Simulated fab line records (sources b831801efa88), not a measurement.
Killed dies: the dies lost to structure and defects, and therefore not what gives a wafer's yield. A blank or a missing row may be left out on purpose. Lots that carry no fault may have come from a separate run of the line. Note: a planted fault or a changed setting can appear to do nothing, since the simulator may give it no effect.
What tool caused it? / flow sfqLine / 14 lots, 42 wafers sampled, at 4 steps of a route of 325

## WHAT THE GAUGES SHOWED, per wafer
SFQ_L0V_OVL_MEAS_903.
lot=L605; measured=day 5 14:19; on=overlay-02; L0V_OVL (nm)=5 7 -2
lot=L607; measured=day 6 01:13; on=overlay-01; L0V_OVL (nm)=-3 -2 1
lot=L608; measured=day 6 04:49; on=overlay-02; L0V_OVL (nm)=-5 -12 0
lot=L609; measured=day 6 14:25; on=overlay-01; L0V_OVL (nm)=6 7 3
lot=L610; measured=day 6 16:50; on=overlay-01; L0V_OVL (nm)=3 -2 -3
lot=L615; measured=day 7 23:46; on=overlay-02; L0V_OVL (nm)=-3 -11 5
lot=L618; measured=day 8 20:08; on=overlay-01; L0V_OVL (nm)=-10 -9 -14
lot=L619; measured=day 9 00:56; on=overlay-02; L0V_OVL (nm)=0 2 1
lot=L620; measured=day 9 07:41; on=overlay-02; L0V_OVL (nm)=2 5 3
lot=L621; measured=day 9 12:29; on=overlay-01; L0V_OVL (nm)=-5 -11 -7
lot=L622; measured=day 9 18:29; on=overlay-02; L0V_OVL (nm)=-1 -3 6
lot=L623; measured=day 9 23:17; on=overlay-02; L0V_OVL (nm)=0 4 -4
lot=L625; measured=day 10 12:29; on=overlay-02; L0V_OVL (nm)=8 -1 -5
lot=L626; measured=day 10 18:29; on=overlay-02; L0V_OVL (nm)=3 2 -5

SFQ_I4_BOW_MEAS_927.
lot=L605; measured=day 37 09:30; on=filmMetro-02; I4_BOW (um)=-4 -6 8
lot=L607; measured=day 37 12:32; on=filmMetro-02; I4_BOW (um)=3 8 -5
lot=L608; measured=day 44 22:59; on=filmMetro-03; I4_BOW (um)=6 7 -4
lot=L609; measured=day 45 09:47; on=filmMetro-02; I4_BOW (um)=17 8 -9
lot=L610; measured=day 46 04:23; on=filmMetro-01; I4_BOW (um)=6 17 19
lot=L615; measured=day 48 11:05; on=filmMetro-03; I4_BOW (um)=1 14 6
lot=L618; measured=day 49 20:08; on=filmMetro-01; I4_BOW (um)=-1 -5 6
lot=L619; measured=day 49 23:08; on=filmMetro-02; I4_BOW (um)=1 1 7
lot=L620; measured=day 50 19:46; on=filmMetro-02; I4_BOW (um)=10 1 1
lot=L621; measured=day 50 22:07; on=filmMetro-03; I4_BOW (um)=2 5 -11
lot=L622; measured=day 51 11:00; on=filmMetro-02; I4_BOW (um)=-1 4 3
lot=L623; measured=day 51 17:00; on=filmMetro-01; I4_BOW (um)=4 11 1
lot=L625; measured=day 52 04:55; on=filmMetro-01; I4_BOW (um)=-4 -4 -4
lot=L626; measured=day 52 10:33; on=filmMetro-01; I4_BOW (um)=-6 -3 -1

## WHAT TOOL EACH LOT RAN ON (gives the tool, then ch and the chambers of the sampled wafers, and finally the start)
lot=L605; SFQ_TRILAYER_L0_VIA_BARC_OPEN_VIA_ETCH_021=rieDiel-02 ch 1,3, day 5 14:20; SFQ_TRILAYER_M2_ETCH_METAL_ETCH_060=rieMetal-02 ch 0,1, day 17 07:55
lot=L607; SFQ_TRILAYER_L0_VIA_BARC_OPEN_VIA_ETCH_021=rieDiel-04 ch 0,1, day 6 01:14; SFQ_TRILAYER_M2_ETCH_METAL_ETCH_060=rieMetal-02 ch 0,1, day 17 22:44
lot=L608; SFQ_TRILAYER_L0_VIA_BARC_OPEN_VIA_ETCH_021=rieDiel-04 ch 0,1,3, day 6 04:50; SFQ_TRILAYER_M2_ETCH_METAL_ETCH_060=rieMetal-02 ch 0,1, day 18 15:29
lot=L609; SFQ_TRILAYER_L0_VIA_BARC_OPEN_VIA_ETCH_021=rieDiel-04 ch 0,1,2, day 6 14:26; SFQ_TRILAYER_M2_ETCH_METAL_ETCH_060=rieMetal-02 ch 0,1, day 19 03:29
lot=L610; SFQ_TRILAYER_L0_VIA_BARC_OPEN_VIA_ETCH_021=rieDiel-01 ch 0,3, day 6 16:50; SFQ_TRILAYER_M2_ETCH_METAL_ETCH_060=rieMetal-02 ch 0,1, day 19 10:44
lot=L615; SFQ_TRILAYER_L0_VIA_BARC_OPEN_VIA_ETCH_021=rieDiel-02 ch 1,2,3, day 7 23:49; SFQ_TRILAYER_M2_ETCH_METAL_ETCH_060=rieMetal-04 ch 0,1, day 22 01:59
lot=L618; SFQ_TRILAYER_L0_VIA_BARC_OPEN_VIA_ETCH_021=rieDiel-01 ch 1,2, day 8 20:10; SFQ_TRILAYER_M2_ETCH_METAL_ETCH_060=rieMetal-04 ch 0,1, day 23 14:44
lot=L619; SFQ_TRILAYER_L0_VIA_BARC_OPEN_VIA_ETCH_021=rieDiel-04 ch 1,2,3, day 9 00:58; SFQ_TRILAYER_M2_ETCH_METAL_ETCH_060=rieMetal-04 ch 1, day 24 02:18
lot=L620; SFQ_TRILAYER_L0_VIA_BARC_OPEN_VIA_ETCH_021=rieDiel-01 ch 0,1,2, day 9 07:43; SFQ_TRILAYER_M2_ETCH_METAL_ETCH_060=rieMetal-02 ch 0,1, day 24 15:30
lot=L621; SFQ_TRILAYER_L0_VIA_BARC_OPEN_VIA_ETCH_021=rieDiel-02 ch 0,1,2, day 9 12:31; SFQ_TRILAYER_M2_ETCH_METAL_ETCH_060=rieMetal-02 ch 0,1, day 24 19:06
lot=L622; SFQ_TRILAYER_L0_VIA_BARC_OPEN_VIA_ETCH_021=rieDiel-02 ch 0,2,3, day 9 18:31; SFQ_TRILAYER_M2_ETCH_METAL_ETCH_060=rieMetal-01 ch 0,1, day 25 04:42
lot=L623; SFQ_TRILAYER_L0_VIA_BARC_OPEN_VIA_ETCH_021=rieDiel-01 ch 0,1,2, day 9 23:19; SFQ_TRILAYER_M2_ETCH_METAL_ETCH_060=rieMetal-01 ch 0,1, day 25 20:18
lot=L625; SFQ_TRILAYER_L0_VIA_BARC_OPEN_VIA_ETCH_021=rieDiel-01 ch 0,1,3, day 10 12:31; SFQ_TRILAYER_M2_ETCH_METAL_ETCH_060=rieMetal-04 ch 0,1, day 26 10:42
lot=L626; SFQ_TRILAYER_L0_VIA_BARC_OPEN_VIA_ETCH_021=rieDiel-02 ch 0,2, day 10 18:31; SFQ_TRILAYER_M2_ETCH_METAL_ETCH_060=rieMetal-01 ch 0, day 26 17:54
- SFQ_TRILAYER_L0_VIA_BARC_OPEN_VIA_ETCH_021: etches BARC in O2, target depth 125 nm, time 41.7 s.
- SFQ_TRILAYER_M2_ETCH_METAL_ETCH_060: etches Nb in Cl2/Ar, stops on SiO2, target depth 240 nm, time 120 s.

## WHAT THE TOOLS THEMSELVES READ (means of the sampled wafers that have a number; where no wafer has one, the mark that the record gives instead)
SFQ_TRILAYER_L0_VIA_BARC_OPEN_VIA_ETCH_021.
lot=L605; tool=rieDiel-02; chamberPressureMTorr (mTorr)=30.003; drypumpMotorCurrentA (A)=5.8; oesProductAu (a.u.)=0.688; runLengthS (s)=70.4
lot=L607; tool=rieDiel-04; chamberPressureMTorr (mTorr)=29.982; drypumpMotorCurrentA (A)=5.6; oesProductAu (a.u.)=0.689; runLengthS (s)=70.1
lot=L608; tool=rieDiel-04; chamberPressureMTorr (mTorr)=30.015; drypumpMotorCurrentA (A)=6.1; oesProductAu (a.u.)=0.667; runLengthS (s)=73.6
lot=L609; tool=rieDiel-04; chamberPressureMTorr (mTorr)=30.028; drypumpMotorCurrentA (A)=6.0; oesProductAu (a.u.)=0.664; runLengthS (s)=73.7
lot=L610; tool=rieDiel-01; chamberPressureMTorr (mTorr)=30.000; drypumpMotorCurrentA (A)=5.9; oesProductAu (a.u.)=0.682; runLengthS (s)=70.1
lot=L615; tool=rieDiel-02; chamberPressureMTorr (mTorr)=30.001; drypumpMotorCurrentA (A)=6.0; oesProductAu (a.u.)=0.685; runLengthS (s)=70.4
lot=L618; tool=rieDiel-01; chamberPressureMTorr (mTorr)=29.969; drypumpMotorCurrentA (A)=5.1; oesProductAu (a.u.)=0.689; runLengthS (s)=70.3
lot=L619; tool=rieDiel-04; chamberPressureMTorr (mTorr)=29.989; drypumpMotorCurrentA (A)=6.2; oesProductAu (a.u.)=0.684; runLengthS (s)=70.1
lot=L620; tool=rieDiel-01; chamberPressureMTorr (mTorr)=29.974; drypumpMotorCurrentA (A)=5.5; oesProductAu (a.u.)=0.686; runLengthS (s)=70.0
lot=L621; tool=rieDiel-02; chamberPressureMTorr (mTorr)=29.988; drypumpMotorCurrentA (A)=6.1; oesProductAu (a.u.)=0.684; runLengthS (s)=70.2
lot=L622; tool=rieDiel-02; chamberPressureMTorr (mTorr)=30.001; drypumpMotorCurrentA (A)=5.9; oesProductAu (a.u.)=0.691; runLengthS (s)=70.2
lot=L623; tool=rieDiel-01; chamberPressureMTorr (mTorr)=29.989; drypumpMotorCurrentA (A)=5.5; oesProductAu (a.u.)=0.684; runLengthS (s)=70.3
lot=L625; tool=rieDiel-01; chamberPressureMTorr (mTorr)=29.973; drypumpMotorCurrentA (A)=5.5; oesProductAu (a.u.)=0.685; runLengthS (s)=69.9
lot=L626; tool=rieDiel-02; chamberPressureMTorr (mTorr)=30.004; drypumpMotorCurrentA (A)=6.1; oesProductAu (a.u.)=0.689; runLengthS (s)=70.2

SFQ_TRILAYER_M2_ETCH_METAL_ETCH_060.
lot=L605; tool=rieMetal-02; chamberPressureMTorr (mTorr)=10.005; drypumpMotorCurrentA (A)=5.62; oesProductAu (a.u.)=0.896; runLengthS (s)=148.0
lot=L607; tool=rieMetal-02; chamberPressureMTorr (mTorr)=10.003; drypumpMotorCurrentA (A)=5.42; oesProductAu (a.u.)=0.893; runLengthS (s)=148.5
lot=L608; tool=rieMetal-02; chamberPressureMTorr (mTorr)=9.995; drypumpMotorCurrentA (A)=5.61; oesProductAu (a.u.)=0.891; runLengthS (s)=148.1
lot=L609; tool=rieMetal-02; chamberPressureMTorr (mTorr)=9.994; drypumpMotorCurrentA (A)=5.43; oesProductAu (a.u.)=0.898; runLengthS (s)=148.2
lot=L610; tool=rieMetal-02; chamberPressureMTorr (mTorr)=10.000; drypumpMotorCurrentA (A)=5.41; oesProductAu (a.u.)=0.892; runLengthS (s)=148.4
lot=L615; tool=rieMetal-04; chamberPressureMTorr (mTorr)=9.998; drypumpMotorCurrentA (A)=5.58; oesProductAu (a.u.)=0.896; runLengthS (s)=148.3
lot=L618; tool=rieMetal-04; chamberPressureMTorr (mTorr)=9.999; drypumpMotorCurrentA (A)=5.57; oesProductAu (a.u.)=0.897; runLengthS (s)=148.4
lot=L619; tool=rieMetal-04; chamberPressureMTorr (mTorr)=10.001; drypumpMotorCurrentA (A)=5.56; oesProductAu (a.u.)=0.901; runLengthS (s)=148.0
lot=L620; tool=rieMetal-02; chamberPressureMTorr (mTorr)=10.003; drypumpMotorCurrentA (A)=5.62; oesProductAu (a.u.)=0.892; runLengthS (s)=148.0
lot=L621; tool=rieMetal-02; chamberPressureMTorr (mTorr)=10.007; drypumpMotorCurrentA (A)=5.42; oesProductAu (a.u.)=0.899; runLengthS (s)=148.6
lot=L622; tool=rieMetal-01; chamberPressureMTorr (mTorr)=10.004; drypumpMotorCurrentA (A)=5.52; oesProductAu (a.u.)=0.887; runLengthS (s)=148.3
lot=L623; tool=rieMetal-01; chamberPressureMTorr (mTorr)=9.988; drypumpMotorCurrentA (A)=5.45; oesProductAu (a.u.)=0.890; runLengthS (s)=148.1
lot=L625; tool=rieMetal-04; chamberPressureMTorr (mTorr)=9.986; drypumpMotorCurrentA (A)=5.57; oesProductAu (a.u.)=0.897; runLengthS (s)=148.1
lot=L626; tool=rieMetal-01; chamberPressureMTorr (mTorr)=9.998; drypumpMotorCurrentA (A)=5.39; oesProductAu (a.u.)=0.898; runLengthS (s)=148.3

## THE ANSWER, worked out from the rows above alone
Rule: what is usual is taken from the lots themselves. Put in order of their means at a reading, lots are off if they are a third of the lots or fewer, leave a main group of 4 or more, and stand apart from it by a gap of 3 or more times the standard deviation of the main group's means; of several such gaps the widest counts. Not used: any main group whose means are identical at the precision the tables above print for the reading. Also off: a lot with no number at a reading for which 4 or more lots have one. Where the step has rows for the other lots, those lots are counted as sound. The gauges are gone through in route order, then the tools' own readings, and for those a lot's mean is taken as printed above. At the first step where some lot is off, the reading lying furthest off is the one used; lots without a number count as furthest.
Off: L608, L609, at SFQ_TRILAYER_L0_VIA_BARC_OPEN_VIA_ETCH_021 (runLengthS). For the main group the mean is 70.2 s and the standard deviation 0.15.
If a tool, at that step or one of the process steps before it, ran each lot that is off and ran no sound lot following the first of them, it fits. None of those tried fits.

## WHAT WAS PUT IN BY THE SIMULATOR
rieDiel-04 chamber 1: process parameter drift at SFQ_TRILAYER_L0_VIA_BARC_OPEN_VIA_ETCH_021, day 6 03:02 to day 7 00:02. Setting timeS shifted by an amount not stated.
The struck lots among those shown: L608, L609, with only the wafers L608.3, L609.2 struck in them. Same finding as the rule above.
